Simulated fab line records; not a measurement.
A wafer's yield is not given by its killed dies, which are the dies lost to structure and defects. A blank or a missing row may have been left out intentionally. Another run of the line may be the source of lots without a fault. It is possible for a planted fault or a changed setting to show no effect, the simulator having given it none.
Struck lot and sound lot, side by side | flow sfq_line | 24 steps out of a route of 325
Sound: wafers L814.1, L814.4, L814.6. Struck: wafers L807.1, L807.2, L807.3. The cause comes at the end.
Per side, at each step with rows, come the tool, then ch with its chambers, and then its first start. Under that, the readings that differ: sound wafers | struck wafers | difference of the means | sigmas: that difference in standard deviations of wafers without a fault.
alike: readings with means less than 2 such deviations apart, plus words and numbers identical on both sides. not compared: withheld readings, readings lacking a value on some wafer, bounds such as >300 that could conceal the same value, and numbers that have no deviation in the record and whose values overlap.
Wherever a step has rows on one side only, a row that says differs or no value, or a row with sigmas, the two part there. Numbers that don't overlap but have no deviation are shown without sigmas and don't part them. Lack of a reading on every wafer of one side parts them only where that side has two or more wafers.

first, 1 step without rows for these wafers: SFQ_TRILAYER_M3_STRIP_SOLV_CLEAN_080 (cleans in NMP, time 600 s).
SFQ_TRILAYER_I3_DEP_PECVD_081: deposits SiO2 from SiH4/N2O, time 111.11 s, target thk 500 nm.
  sound on pecvd-02 ch 0,2, day 38 18:01; struck on pecvd-02 ch 0,1,2, day 34 19:47
  alike: heater_power_w, throttle_valve_pct
SFQ_TRILAYER_I3_CMP_CMP_082: polishes SiO2.
  sound on cmp-01 ch 1,3, day 40 06:52; struck on cmp-01 ch 0,1,2, day 36 10:01
  alike: motor_current_A, time_to_endpoint_s
SFQ_I3_BOW_MEAS_922:
  sound on film_metro-01 at day 40 09:52; struck on film_metro-04 at day 36 13:01
  alike: I3_BOW
SFQ_TRILAYER_I3_METRO_MEASURE_083:
  sound on film_metro-01 at day 40 09:59; struck on film_metro-04 at day 36 13:08
  alike: thk_nm
then, 6 steps without rows for these wafers: SFQ_TRILAYER_I3_VIA_LITHO_COAT_090 (resist thk 62 nm); SFQ_TRILAYER_I3_VIA_LITHO_COAT_085 (resist thk 650 nm); SFQ_TRILAYER_I3_VIA_LITHO_SOFTBAKE_089; SFQ_TRILAYER_I3_VIA_LITHO_EXPOSE_086 (exposes mask I3, target cd 500 nm); SFQ_TRILAYER_I3_VIA_LITHO_PEB_088 (peb time 60 s); SFQ_TRILAYER_I3_VIA_LITHO_DEVELOP_087 (time 60 s).
-- the record jumps here: 6 days lie between the struck wafers' starts before and after --
SFQ_I3_OVL_MEAS_923:
  sound on overlay-01 at day 46 10:37; struck on overlay-01 at day 42 04:07
  alike: I3_OVL
SFQ_TRILAYER_I3_VIA_BARC_OPEN_VIA_ETCH_121: etches BARC in O2, target depth 125 nm, time 41.7 s.
  sound on rie_diel-03 ch 0,1,3, day 46 10:39; struck on rie_diel-04 ch 0,1,3, day 42 04:09
  no value came back on the struck wafers for bias_w (W), chamber_pressure_mTorr (mTorr), drypump_motor_current_A (A), oes_product_au (a.u.); on the sound wafers bias_w (W) reads 80.00 80.15 79.98
  reading                                                 | sound             | struck        | difference | sigmas
  model.KrF_of_TRILAYER_I3_VIA_LITHO_COAT_085.thk_nm (nm) | 574.1 571.6 569.9 | 623 623 624.1 | +52        |
  not compared: rf_hours_counter_h
SFQ_TRILAYER_I3_VIA_ETCH_VIA_ETCH_088: etches SiO2 in CHF3, stops on Nb, target depth 260 nm.
  sound on rie_diel-03 ch 0,1,3, day 46 10:41; struck on rie_diel-04 ch 0,1,3, day 42 04:11
  reading                                                 | sound             | struck            | difference | sigmas
  oes_product_au (a.u.)                                   | 0.851 0.851 0.849 | 0.374 0.368 0.375 | -0.478     | -96
  model.KrF_of_TRILAYER_I3_VIA_LITHO_COAT_085.thk_nm (nm) | 529.8 526.8 523.5 | 578.1 578 579.6   | +51.9      |
  alike: bias_w, chamber_pressure_mTorr, drypump_motor_current_A
SFQ_TRILAYER_I3_VIA_STRIP_STRIP_089: strips in O2.
  sound on rie_metal-04 ch 0,1, day 46 10:48; struck on rie_metal-04 ch 0,1, day 42 04:18
  alike: drypump_motor_current_A, oes_product_au
  not compared: rf_hours_counter_h
then, 2 steps without rows for these wafers: SFQ_TRILAYER_I3_VIA_STRIP_SOLV_CLEAN_090 (cleans in NMP, time 600 s); SFQ_TRILAYER_M4_DEP_PRE_CLEAN_092 (time 22.5 s).
SFQ_TRILAYER_M4_DEP_SPUTTER_091: material Nb, target thk 200 nm, time 133.3 s.
  sound on pvd_sputter-04 at day 46 11:37; struck on pvd_sputter-05 at day 42 05:06
  alike: cathode_dc_power_W, throttle_valve_pct
SFQ_M4_RS_MEAS_924: the measuring method here is four-point-probe.
  sound on film_metro-02 at day 46 11:43; struck on film_metro-02 at day 42 05:12
  alike: M4_NB_RS
then, 3 steps without rows for these wafers: SFQ_TRILAYER_M4_LITHO_COAT_098 (resist thk 62 nm); SFQ_TRILAYER_M4_LITHO_COAT_093 (resist thk 600 nm); SFQ_TRILAYER_M4_LITHO_SOFTBAKE_097.
-- the record jumps here: 2 days lie between the struck wafers' starts before and after --
SFQ_TRILAYER_M4_LITHO_EXPOSE_094: exposes mask M4, target cd 500 nm.
  sound on krf_scanner-02 ch 0, day 46 12:38; struck on krf_scanner-02, day 44 14:25
  no value came back on the struck wafers for exposure_dose_mJ_cm2, focus_offset_nm (nm), sigma_outer; on the sound wafers exposure_dose_mJ_cm2 reads 14.394 14.397 14.392
  alike: mask
then, 1 step without rows for these wafers: SFQ_TRILAYER_M4_LITHO_PEB_096 (peb time 60 s).

WHERE THEY PART
Earliest at SFQ_TRILAYER_I3_VIA_BARC_OPEN_VIA_ETCH_121; latest, in this record, at SFQ_TRILAYER_M4_LITHO_EXPOSE_094.

WHY: whatever the simulator had introduced
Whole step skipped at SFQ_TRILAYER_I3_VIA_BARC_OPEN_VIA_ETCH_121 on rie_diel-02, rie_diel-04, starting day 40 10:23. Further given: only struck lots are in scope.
